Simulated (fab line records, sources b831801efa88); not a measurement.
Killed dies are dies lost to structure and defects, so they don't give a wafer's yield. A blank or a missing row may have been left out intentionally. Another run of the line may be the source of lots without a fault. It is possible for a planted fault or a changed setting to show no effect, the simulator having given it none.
fab line records + flow gf180mcu
record
- lots=11
- wafers=33
- last-day=34
route steps=602 shown POLY_GATE@171 HV_LDD@225 PSD@261
lots that met no fault: from a run of the same line without faults
start-h: start of the lot's first displayed wafer, in hours after the record's first day + wait-h: hours since the lot's step before + " identical to the entry in the row above + L1.1+2: a single row standing in for several wafers + - no value, or no start was given + * or withheld: withheld + < > ~ a bound
route shown NAME@n: names a module that has steps shown in the file, with the first one's number in the route + usual: mean and standard deviation over wafers with no fault + same: alike in all rows + chamber/n: place in a boat + sites: each site's reading + _std_site: the values' standard deviation + _edge_site: the outer-site mean with the inner-site mean subtracted + radius-mm: for every site, how far away it sits from the centre of the wafer + mask NAME#n: copy n + behind: tool/chamber where the wafer was last shaped + hold: why the lot was held/for how many hours/how that ended + device: whichever transistor did not switch (one of n, p or np) + end of line: tests of these same wafers at the route's end + where a step has no rows: the recipe by itself + killed: count of dies lost to structure and defects at first sort (not the wafer's yield) + map: a wafer's dies, x killed, . not, _ none there
set.NAME: the setting that was run; set.NAME@STEP: the one run at that earlier step + model.NAME: the simulator's own value behind a step, which no gauge read
route steps across a sampled set of lots; one table per step, one row per wafer
services: the hour from which a tool's chamber was out of use, counted from the record's first day as start-h (under 0 if before that day), plus the number of hours and why
## steps
# step GF_POLY_GATE_STRIP_14
# recipe
- chemistry=O2/N2
- power-w=1400
- pressure-mtorr=1500
- platen-temp-c=250
- o2-flow-sccm=3000
- n2-flow-sccm=300
- overash-fraction=0.5
# usual
- drypump-motor-current-A=5.7/0.57
- heater-power-w=338/28
- oes-product-au=0.505/0.0048
| lot.wafer | tool            | chamber | start-h | wait-h | drypump-motor-current-A | heater-power-w | oes-product-au | rf-hours-counter-h |
|-----------|-----------------|---------|---------|--------|-------------------------|----------------|----------------|--------------------|
| L993.1    | plasma-asher-01 | 0       | 200.24  | 0.0    | 5.8                     | 410            | 0.506          | 52                 |
| L993.4    | "               | 0       | "       | "      | 5.8                     | 412            | 0.500          | -                  |
| L993.5    | "               | 1       | "       | "      | 6.6                     | 340            | 0.514          | -                  |
| L994.1    | plasma-asher-04 | 0       | 204.64  | 0.0    | 6.1                     | 337            | 0.504          | 42                 |
| L994.5    | "               | 0       | "       | "      | 6.2                     | 328            | 0.507          | -                  |
| L994.6    | "               | 1       | "       | "      | 4.8                     | 317            | 0.499          | -                  |
| L996.1    | plasma-asher-04 | 0       | 221.34  | 0.0    | 6.1                     | 330            | 0.502          | 43                 |
| L996.5    | "               | 1       | "       | "      | 4.8                     | 315            | 0.504          | -                  |
| L996.6    | "               | 0       | "       | "      | 6.2                     | 331            | 0.504          | -                  |
| L997.2    | plasma-asher-04 | 1       | 228.74  | 0.0    | 4.8                     | 306            | 0.504          | 44                 |
| L997.4    | "               | 0       | "       | "      | 6.1                     | 331            | 0.507          | -                  |
| L997.5    | "               | 0       | "       | "      | 6.2                     | 335            | 0.503          | -                  |
| L100.1    | plasma-asher-01 | 1       | 248.09  | 0.0    | 6.6                     | 331            | 0.503          | 57                 |
| L100.2    | "               | 0       | "       | "      | 5.8                     | 418            | 0.498          | 57                 |
| L100.6    | "               | 1       | "       | "      | 6.6                     | 340            | 0.500          | -                  |
| L109.1    | plasma-asher-03 | 0       | 311.61  | 0.0    | 5.9                     | 348            | 0.505          | 69                 |
| L109.3    | "               | 1       | "       | "      | 5.5                     | 325            | 0.499          | -                  |
| L109.6    | "               | 0       | "       | "      | 6.0                     | 355            | 0.501          | -                  |
| L110.3    | plasma-asher-04 | 0       | 321.38  | 0.1    | 6.2                     | 329            | 0.508          | -                  |
| L110.4    | "               | 1       | "       | "      | 4.8                     | 322            | 0.508          | -                  |
| L110.5    | "               | 0       | "       | "      | 6.1                     | 330            | 0.503          | -                  |
| L112.2    | plasma-asher-04 | 1       | 330.33  | 0.0    | 4.8                     | 309            | 0.501          | 54                 |
| L112.4    | "               | 1       | "       | "      | 4.8                     | 319            | 0.502          | -                  |
| L112.5    | "               | 1       | "       | "      | 4.8                     | 316            | 0.507          | -                  |
| L113.1    | plasma-asher-01 | 1       | 341.09  | 0.0    | 6.7                     | 337            | 0.510          | 66                 |
| L113.3    | "               | 1       | "       | "      | 6.6                     | 342            | 0.505          | -                  |
| L113.5    | "               | 0       | "       | "      | 5.8                     | 413            | 0.506          | -                  |
| L114.2    | plasma-asher-03 | 0       | 343.29  | 0.0    | 6.0                     | 342            | 0.508          | 72                 |
| L114.3    | "               | 1       | "       | "      | 5.5                     | 324            | 0.503          | -                  |
| L114.6    | "               | 0       | "       | "      | 6.0                     | 345            | 0.503          | -                  |
| L116.1    | plasma-asher-03 | 1       | 358.84  | 0.0    | 5.5                     | 314            | 0.508          | 74                 |
| L116.2    | "               | 0       | "       | "      | 6.0                     | 349            | 0.509          | 74                 |
| L116.4    | "               | 0       | "       | "      | 5.9                     | 345            | 0.511          | -                  |
# step GF_HV_LDD_STRIP_49
# recipe
- chemistry=O2/N2
- power-w=1400
- pressure-mtorr=1500
- platen-temp-c=250
- o2-flow-sccm=3000
- n2-flow-sccm=300
- overash-fraction=0.5
# usual
- drypump-motor-current-A=5.9/0.46
- heater-power-w=344/36
- oes-product-au=0.715/0.0048
- strip-time-to-endpoint-s=12.637/0.028
| lot.wafer | tool            | chamber | start-h | wait-h | drypump-motor-current-A | heater-power-w | oes-product-au | rf-hours-counter-h | strip-time-to-endpoint-s |
|-----------|-----------------|---------|---------|--------|-------------------------|----------------|----------------|--------------------|--------------------------|
| L993.1    | plasma-asher-01 | 0       | 278.46  | 0.1    | 5.8                     | 422            | 0.708          | 60                 | 12.686                   |
| L993.4    | "               | 0       | "       | "      | 5.8                     | 402            | 0.717          | -                  | 12.655                   |
| L993.5    | "               | 1       | "       | "      | 6.6                     | 342            | 0.716          | -                  | 12.665                   |
| L994.1    | plasma-asher-03 | 1       | 286.24  | 0.1    | 5.5                     | 318            | 0.717          | 66                 | 12.652                   |
| L994.5    | "               | 1       | "       | "      | 5.5                     | 312            | 0.710          | -                  | 12.699                   |
| L994.6    | "               | 0       | "       | "      | 5.9                     | 344            | 0.719          | -                  | 12.643                   |
| L996.1    | plasma-asher-01 | 0       | 304.20  | 0.1    | 5.8                     | 421            | 0.723          | 63                 | 12.618                   |
| L996.5    | "               | 0       | "       | "      | 5.8                     | 405            | 0.715          | -                  | 12.610                   |
| L996.6    | "               | 1       | "       | "      | 6.6                     | 342            | 0.712          | -                  | 12.654                   |
| L997.2    | plasma-asher-02 | 1       | 315.34  | 0.1    | 5.9                     | 307            | 0.722          | 22                 | 12.628                   |
| L997.4    | "               | 1       | "       | "      | 5.9                     | 312            | 0.725          | -                  | 12.641                   |
| L997.5    | "               | 1       | "       | "      | 5.9                     | 293            | 0.723          | -                  | 12.668                   |
| L100.1    | plasma-asher-01 | 1       | 330.25  | 0.1    | 6.6                     | 335            | 0.712          | 65                 | 12.608                   |
| L100.2    | "               | 0       | "       | "      | 5.8                     | 425            | 0.712          | 65                 | 12.602                   |
| L100.6    | "               | 1       | "       | "      | 6.6                     | 345            | 0.707          | -                  | 12.624                   |
| L109.1    | plasma-asher-01 | 1       | 403.90  | 0.1    | 6.6                     | 348            | 0.712          | 73                 | 12.598                   |
| L109.3    | "               | 0       | "       | "      | 5.8                     | 404            | 0.713          | -                  | 12.622                   |
| L109.6    | "               | 0       | "       | "      | 5.8                     | 412            | 0.711          | -                  | 12.621                   |
| L110.3    | plasma-asher-01 | 1       | 415.34  | 0.1    | 6.6                     | 343            | 0.714          | -                  | 12.635                   |
| L110.4    | "               | 0       | "       | "      | 5.8                     | 406            | 0.715          | -                  | 12.632                   |
| L110.5    | "               | 1       | "       | "      | 6.7                     | 326            | 0.713          | -                  | 12.616                   |
| L112.2    | plasma-asher-03 | 1       | 423.17  | 0.1    | 5.5                     | 321            | 0.713          | 81                 | 12.641                   |
| L112.4    | "               | 0       | "       | "      | 5.9                     | 353            | 0.718          | -                  | 12.663                   |
| L112.5    | "               | 0       | "       | "      | 6.0                     | 353            | 0.713          | -                  | 12.694                   |
| L113.1    | plasma-asher-03 | 0       | 438.45  | 0.1    | 6.0                     | 343            | 0.715          | 82                 | 12.616                   |
| L113.3    | "               | 1       | "       | "      | 5.5                     | 326            | 0.710          | -                  | 12.600                   |
| L113.5    | "               | 0       | "       | "      | 6.0                     | 344            | 0.709          | -                  | 12.585                   |
| L114.2    | plasma-asher-02 | 1       | 439.60  | 0.1    | 5.9                     | 305            | 0.720          | 34                 | 12.591                   |
| L114.3    | "               | 0       | "       | "      | 5.2                     | 332            | 0.712          | -                  | 12.644                   |
| L114.6    | "               | 1       | "       | "      | 5.9                     | 303            | 0.714          | -                  | 12.659                   |
| L116.1    | plasma-asher-02 | 1       | 457.08  | 0.1    | 5.9                     | 299            | 0.721          | 36                 | 12.606                   |
| L116.2    | "               | 0       | "       | "      | 5.2                     | 330            | 0.714          | 36                 | 12.601                   |
| L116.4    | "               | 1       | "       | "      | 5.9                     | 305            | 0.727          | -                  | 12.606                   |
# step GF_HV_LDD_CVD_56
# recipe
- material=Si3N4
- precursor=DCS/NH3
- target-thk-nm=90
- temp-c=770
- time-s=1543
- pressure-mtorr=250
# usual
- zone-power-bottom-pct=19.9/1.5
- zone-power-centre-pct=12.8/1.2
| lot.wafer | tool     | chamber | start-h | wait-h | zone-power-bottom-pct | zone-power-centre-pct |
|-----------|----------|---------|---------|--------|-----------------------|-----------------------|
| L993.1    | lpcvd-02 | 0       | 279.93  | 0.1    | 20.2                  | 11.4                  |
| L993.4    | "        | 0       | "       | "      | 19.5                  | 11.4                  |
| L993.5    | "        | 0       | "       | "      | 20.1                  | 11.1                  |
| L994.1    | lpcvd-01 | 1       | 289.34  | 1.3    | 20.2                  | 13.8                  |
| L994.5    | "        | 1       | "       | "      | 19.9                  | 13.8                  |
| L994.6    | "        | 1       | "       | "      | 20.1                  | 14.0                  |
| L996.1    | lpcvd-01 | 0       | 305.68  | 0.1    | 22.4                  | 14.6                  |
| L996.5    | "        | 0       | "       | "      | 22.9                  | 14.4                  |
| L996.6    | "        | 0       | "       | "      | 22.6                  | 14.5                  |
| L997.2    | lpcvd-01 | 1       | 316.82  | 0.0    | 19.7                  | 13.7                  |
| L997.4    | "        | 1       | "       | "      | 20.4                  | 13.7                  |
| L997.5    | "        | 1       | "       | "      | 19.7                  | 13.8                  |
| L100.1    | lpcvd-02 | 0       | 331.74  | 0.1    | 20.5                  | 11.5                  |
| L100.2    | "        | 0       | "       | "      | 20.3                  | 11.3                  |
| L100.6    | "        | 0       | "       | "      | 20.1                  | 11.3                  |
| L109.1    | lpcvd-02 | 0       | 405.39  | 0.1    | 20.2                  | 11.3                  |
| L109.3    | "        | 0       | "       | "      | 20.0                  | 11.3                  |
| L109.6    | "        | 0       | "       | "      | 20.2                  | 11.3                  |
| L110.3    | lpcvd-01 | 0       | 416.78  | 0.0    | 23.1                  | 14.6                  |
| L110.4    | "        | 0       | "       | "      | 22.7                  | 14.4                  |
| L110.5    | "        | 0       | "       | "      | 22.6                  | 14.6                  |
| L112.2    | lpcvd-02 | 1       | 424.66  | 0.0    | 17.8                  | 12.0                  |
| L112.4    | "        | 1       | "       | "      | 18.1                  | 12.2                  |
| L112.5    | "        | 1       | "       | "      | 18.4                  | 12.0                  |
| L113.1    | lpcvd-01 | 1       | 439.94  | 0.1    | 20.2                  | 13.9                  |
| L113.3    | "        | 1       | "       | "      | 20.0                  | 13.6                  |
| L113.5    | "        | 1       | "       | "      | 19.8                  | 14.0                  |
| L114.2    | lpcvd-02 | 1       | 441.08  | 0.0    | 18.2                  | 12.0                  |
| L114.3    | "        | 1       | "       | "      | 17.8                  | 12.3                  |
| L114.6    | "        | 1       | "       | "      | 18.2                  | 11.9                  |
| L116.1    | lpcvd-01 | 1       | 458.56  | 0.1    | 19.9                  | 13.9                  |
| L116.2    | "        | 1       | "       | "      | 20.4                  | 14.0                  |
| L116.4    | "        | 1       | "       | "      | 19.8                  | 13.9                  |
# step GF_HV_LDD_THK_MEAS_57
# recipe
- reads=Si3N4_of_HV_LDD_CVD_56
# usual
- HV_LDD_CVD_56_THK=89.8/0.82
| lot.wafer | tool          | chamber | start-h | wait-h | HV_LDD_CVD_56_THK[nm] |
|-----------|---------------|---------|---------|--------|-----------------------|
| L993.1    | film-metro-02 | -       | 281.36  | 0.0    | 89.6                  |
| L993.4    | "             | -       | "       | "      | 88.8                  |
| L993.5    | "             | -       | "       | "      | 88.6                  |
| L994.1    | film-metro-01 | -       | 290.77  | 0.0    | 89.6                  |
| L994.5    | "             | -       | "       | "      | 89.8                  |
| L994.6    | "             | -       | "       | "      | 89.6                  |
| L996.1    | film-metro-02 | -       | 307.11  | 0.0    | 89.2                  |
| L996.5    | "             | -       | "       | "      | 89.7                  |
| L996.6    | "             | -       | "       | "      | 89.6                  |
| L997.2    | film-metro-02 | -       | 318.26  | 0.0    | 89.1                  |
| L997.4    | "             | -       | "       | "      | 89.8                  |
| L997.5    | "             | -       | "       | "      | 90.0                  |
| L100.1    | film-metro-04 | -       | 333.17  | 0.0    | 45.6                  |
| L100.2    | "             | -       | "       | "      | 46.0                  |
| L100.6    | "             | -       | "       | "      | 45.8                  |
| L109.1    | film-metro-04 | -       | 406.82  | 0.0    | 89.2                  |
| L109.3    | "             | -       | "       | "      | 89.5                  |
| L109.6    | "             | -       | "       | "      | 90.1                  |
| L110.3    | film-metro-01 | -       | 418.23  | 0.0    | 92.2                  |
| L110.4    | "             | -       | "       | "      | 91.8                  |
| L110.5    | "             | -       | "       | "      | 91.5                  |
| L112.2    | film-metro-04 | -       | 426.10  | 0.0    | 90.5                  |
| L112.4    | "             | -       | "       | "      | 90.0                  |
| L112.5    | "             | -       | "       | "      | 90.7                  |
| L113.1    | film-metro-01 | -       | 441.37  | 0.0    | 89.1                  |
| L113.3    | "             | -       | "       | "      | 88.7                  |
| L113.5    | "             | -       | "       | "      | 89.5                  |
| L114.2    | film-metro-02 | -       | 442.52  | 0.0    | 89.7                  |
| L114.3    | "             | -       | "       | "      | 89.2                  |
| L114.6    | "             | -       | "       | "      | 90.0                  |
| L116.1    | film-metro-01 | -       | 460.70  | 0.0    | 90.0                  |
| L116.2    | "             | -       | "       | "      | 90.1                  |
| L116.4    | "             | -       | "       | "      | 89.4                  |
# step GF_HV_LDD_ETCHBACK_58
# recipe
- chemistry=CH3F/O2
- target=Si3N4
- stop-on=SiO2
- source-w=400
- bias-w=80
- pressure-mtorr=25
- ch3f-flow-sccm=40
- O2_flow_sccm=30
- time-s=100
- target-depth-a=900
# usual
- ch3f-flow-sccm=39.99/0.12
- drypump-motor-current-A=5.8/0.54
- oes-product-au=0.842/0.0061
- throttle-valve-pct=10.561/0.0084
| lot.wafer | tool        | chamber | start-h | wait-h | ch3f-flow-sccm | drypump-motor-current-A | oes-product-au | rf-hours-counter-h | throttle-valve-pct |
|-----------|-------------|---------|---------|--------|----------------|-------------------------|----------------|--------------------|--------------------|
| L993.1    | rie-diel-02 | 0       | 281.42  | 0.1    | 39.80          | 6.4                     | 0.848          | 14                 | 10.558             |
| L993.4    | "           | 2       | "       | "      | 40.27          | 5.3                     | 0.835          | 88                 | 10.565             |
| L993.5    | "           | 2       | "       | "      | 40.32          | 5.3                     | 0.842          | -                  | 10.553             |
| L994.1    | rie-diel-01 | 1       | 290.83  | 0.1    | 39.73          | 5.3                     | 0.836          | 5                  | 10.576             |
| L994.5    | "           | 0       | "       | "      | 39.90          | 6.1                     | 0.839          | -                  | 10.560             |
| L994.6    | "           | 1       | "       | "      | 39.83          | 5.4                     | 0.844          | -                  | 10.554             |
| L996.1    | rie-diel-02 | 1       | 307.17  | 0.1    | 40.09          | 6.6                     | 0.840          | 32                 | 10.562             |
| L996.5    | "           | 1       | "       | "      | 40.02          | 6.6                     | 0.838          | -                  | 10.562             |
| L996.6    | "           | 0       | "       | "      | 39.90          | 6.4                     | 0.833          | -                  | 10.555             |
| L997.2    | rie-diel-03 | 1       | 318.31  | 0.0    | 39.92          | 5.5                     | 0.836          | 3                  | 10.550             |
| L997.4    | "           | 0       | "       | "      | 40.17          | 5.8                     | 0.845          | 49                 | 10.554             |
| L997.5    | "           | 1       | "       | "      | 39.90          | 5.5                     | 0.849          | -                  | 10.555             |
| L100.1    | rie-diel-03 | 0       | 333.23  | 0.1    | 40.02          | 5.8                     | 0.605          | 49                 | 10.552             |
| L100.2    | "           | 3       | "       | "      | 39.85          | 6.7                     | 0.617          | 2                  | 10.542             |
| L100.6    | "           | 1       | "       | "      | 40.02          | 5.5                     | 0.615          | -                  | 10.538             |
| L109.1    | rie-diel-03 | 2       | 406.88  | 0.1    | 40.01          | 5.6                     | 0.840          | 98                 | 10.572             |
| L109.3    | "           | 1       | "       | "      | 39.84          | 5.5                     | 0.839          | 6                  | 10.564             |
| L109.6    | "           | 1       | "       | "      | 40.06          | 5.5                     | 0.840          | -                  | 10.581             |
| L110.3    | rie-diel-01 | 2       | 418.27  | 0.0    | 40.18          | 5.1                     | 0.857          | 1                  | 10.558             |
| L110.4    | "           | 0       | "       | "      | 39.93          | 6.1                     | 0.851          | 32                 | 10.572             |
| L110.5    | "           | 1       | "       | "      | 40.06          | 5.4                     | 0.851          | -                  | 10.574             |
| L112.2    | rie-diel-03 | 3       | 426.15  | 0.0    | 40.14          | 6.7                     | 0.846          | 4                  | 10.575             |
| L112.4    | "           | 0       | "       | "      | 39.91          | 5.8                     | 0.840          | 52                 | 10.561             |
| L112.5    | "           | 3       | "       | "      | 39.97          | 6.7                     | 0.848          | -                  | 10.566             |
| L113.1    | rie-diel-02 | 1       | 441.43  | 0.1    | 39.93          | 6.6                     | 0.839          | 37                 | 10.571             |
| L113.3    | "           | 2       | "       | "      | 39.78          | 5.3                     | 0.837          | 93                 | 10.558             |
| L113.5    | "           | 2       | "       | "      | 39.81          | 5.3                     | 0.850          | -                  | 10.550             |
| L114.2    | rie-diel-03 | 0       | 442.57  | 0.0    | 40.09          | 5.7                     | 0.842          | 53                 | 10.559             |
| L114.3    | "           | 3       | "       | "      | 39.93          | 6.7                     | 0.837          | 5                  | 10.573             |
| L114.6    | "           | 1       | "       | "      | 39.63          | 5.5                     | 0.848          | -                  | 10.548             |
| L116.1    | rie-diel-02 | 3       | 460.76  | 0.1    | 39.93          | 5.9                     | 0.848          | 0                  | 10.565             |
| L116.2    | "           | 0       | "       | "      | 39.87          | 6.4                     | 0.851          | 20                 | 10.556             |
| L116.4    | "           | 1       | "       | "      | 40.13          | 6.6                     | 0.843          | 37                 | 10.551             |
# step GF_PSD_RTA_13
# recipe
- temp-c=1025
- time-s=20
- ambient=N2
# usual
- lamp-power-pct=32.5/1.9
- wafer_temp_C_max=1030.8/1.1
| lot.wafer | tool          | chamber | start-h | wait-h | lamp-power-pct | wafer_temp_C_max |
|-----------|---------------|---------|---------|--------|----------------|------------------|
| L993.1    | rtp-anneal-01 | 0       | 322.97  | 0.0    | 30.4           | 1032.2           |
| L993.4    | "             | 0       | "       | "      | 30.3           | 1031.4           |
| L993.5    | "             | 0       | "       | "      | 30.2           | 1029.1           |
| L994.1    | rtp-anneal-02 | 0       | 333.15  | 0.0    | 34.1           | 1030.1           |
| L994.5    | "             | 0       | "       | "      | 34.1           | 1029.0           |
| L994.6    | "             | 0       | "       | "      | 34.2           | 1028.7           |
| L996.1    | rtp-anneal-01 | 0       | 349.12  | 0.0    | 30.3           | 1031.3           |
| L996.5    | "             | 0       | "       | "      | 30.3           | 1030.5           |
| L996.6    | "             | 0       | "       | "      | 30.3           | 1032.4           |
| L997.2    | rtp-anneal-01 | 0       | 361.56  | 0.0    | 30.3           | 1033.1           |
| L997.4    | "             | 0       | "       | "      | 30.3           | 1031.1           |
| L997.5    | "             | 0       | "       | "      | 30.3           | 1030.7           |
| L100.1    | rtp-anneal-02 | 0       | 377.46  | 0.0    | 34.1           | 1030.9           |
| L100.2    | "             | 0       | "       | "      | 34.2           | 1031.0           |
| L100.6    | "             | 0       | "       | "      | 34.1           | 1030.6           |
| L109.1    | rtp-anneal-01 | 0       | 455.49  | 0.0    | 30.3           | 1031.9           |
| L109.3    | "             | 0       | "       | "      | 30.3           | 1031.5           |
| L109.6    | "             | 0       | "       | "      | 30.3           | 1032.6           |
| L110.3    | rtp-anneal-02 | 0       | 466.44  | 0.0    | 34.1           | 1029.2           |
| L110.4    | "             | 0       | "       | "      | 34.2           | 1029.9           |
| L110.5    | "             | 0       | "       | "      | 34.0           | 1030.7           |
| L112.2    | rtp-anneal-02 | 0       | 475.22  | 0.0    | 34.1           | 1031.9           |
| L112.4    | "             | 0       | "       | "      | 34.1           | 1030.3           |
| L112.5    | "             | 0       | "       | "      | 34.1           | 1031.5           |
| L113.1    | rtp-anneal-02 | 0       | 489.86  | 0.0    | 34.1           | 1030.5           |
| L113.3    | "             | 0       | "       | "      | 34.1           | 1030.3           |
| L113.5    | "             | 0       | "       | "      | 34.1           | 1030.8           |
| L114.2    | rtp-anneal-01 | 0       | 491.26  | 0.0    | 30.3           | 1034.0           |
| L114.3    | "             | 0       | "       | "      | 30.3           | 1029.9           |
| L114.6    | "             | 0       | "       | "      | 30.3           | 1031.5           |
| L116.1    | rtp-anneal-02 | 0       | 509.14  | 0.0    | 34.1           | 1029.5           |
| L116.2    | "             | 0       | "       | "      | 34.1           | 1031.7           |
| L116.4    | "             | 0       | "       | "      | 34.1           | 1032.0           |
## services
| tool            | chamber | start-h | hours | kind   |
|-----------------|---------|---------|-------|--------|
| lpcvd-01        | -       | 182.43  | 1.4   | repair |
| lpcvd-02        | -       | 184.78  | 2.8   | pm     |
| plasma-asher-03 | -       | 189.54  | 0.7   | repair |
| lpcvd-02        | -       | 193.84  | 6.1   | pm     |
| plasma-asher-03 | -       | 194.96  | 9.5   | pm     |
| rie-diel-02     | -       | 209.91  | 2.0   | repair |
| rie-diel-03     | 1       | 223.96  | 2.8   | repair |
| plasma-asher-01 | -       | 256.53  | 1.6   | repair |
| plasma-asher-04 | -       | 259.08  | 8.9   | repair |
| plasma-asher-01 | -       | 268.68  | 0.6   | repair |
| rie-diel-03     | -       | 277.97  | 2.8   | pm     |
| rie-diel-02     | 0       | 285.74  | 6.3   | repair |
| plasma-asher-01 | -       | 293.53  | 2.8   | pm     |
| rie-diel-03     | 3       | 319.88  | 8.8   | repair |
| plasma-asher-04 | -       | 334.20  | 3.0   | repair |
| rie-diel-03     | 2       | 335.55  | 3.9   | repair |
| rie-diel-02     | -       | 372.69  | 4.8   | repair |
| rie-diel-03     | 2       | 385.77  | 1.9   | repair |
| rie-diel-03     | 3       | 399.78  | 9.1   | repair |
| plasma-asher-01 | -       | 421.34  | 9.0   | pm     |
| plasma-asher-01 | -       | 423.25  | 1.6   | repair |
| rie-diel-03     | 3       | 430.54  | 3.7   | repair |
| plasma-asher-03 | -       | 441.67  | 1.2   | repair |
| rie-diel-03     | 3       | 473.64  | 15.3  | repair |
## key
first-sign
- step=GF_HV_LDD_THK_MEAS_57
- reading=HV_LDD_CVD_56_THK
- direction=down
- sigmas=54
- usual=89.8
- struck=45.8
effect
- step=GF_HV_LDD_ETCHBACK_58
- reading=oes-product-au
- direction=down
- sigmas=38
- usual=0.842
- struck=0.613
met-at GF_HV_LDD_CVD_56
struck-lots L100
struck-wafers L100.1,L100.2,L100.6
tester-left-out L100
not-acting-at GF_POLY_GATE_STRIP_14,GF_HV_LDD_STRIP_49,GF_PSD_RTA_13
fault
- kind=process-parameter-drift
- tool=lpcvd-02
- chamber=0
- onset-h=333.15
- steps=GF_HV_LDD_CVD_56
- channel=target-thk-nm
- offset=-43.301
- shape=step
- end-h=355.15
- acts-in=these-recipes-only
- stated=90
# tester-left-out: of these lots the tester's yield and bins aren't shown, on N5 and GAA mostly nor the transistor test; their killed dies are dies lost to structure and defects alone, not to doping, threshold or leakage, so they don't give the yield
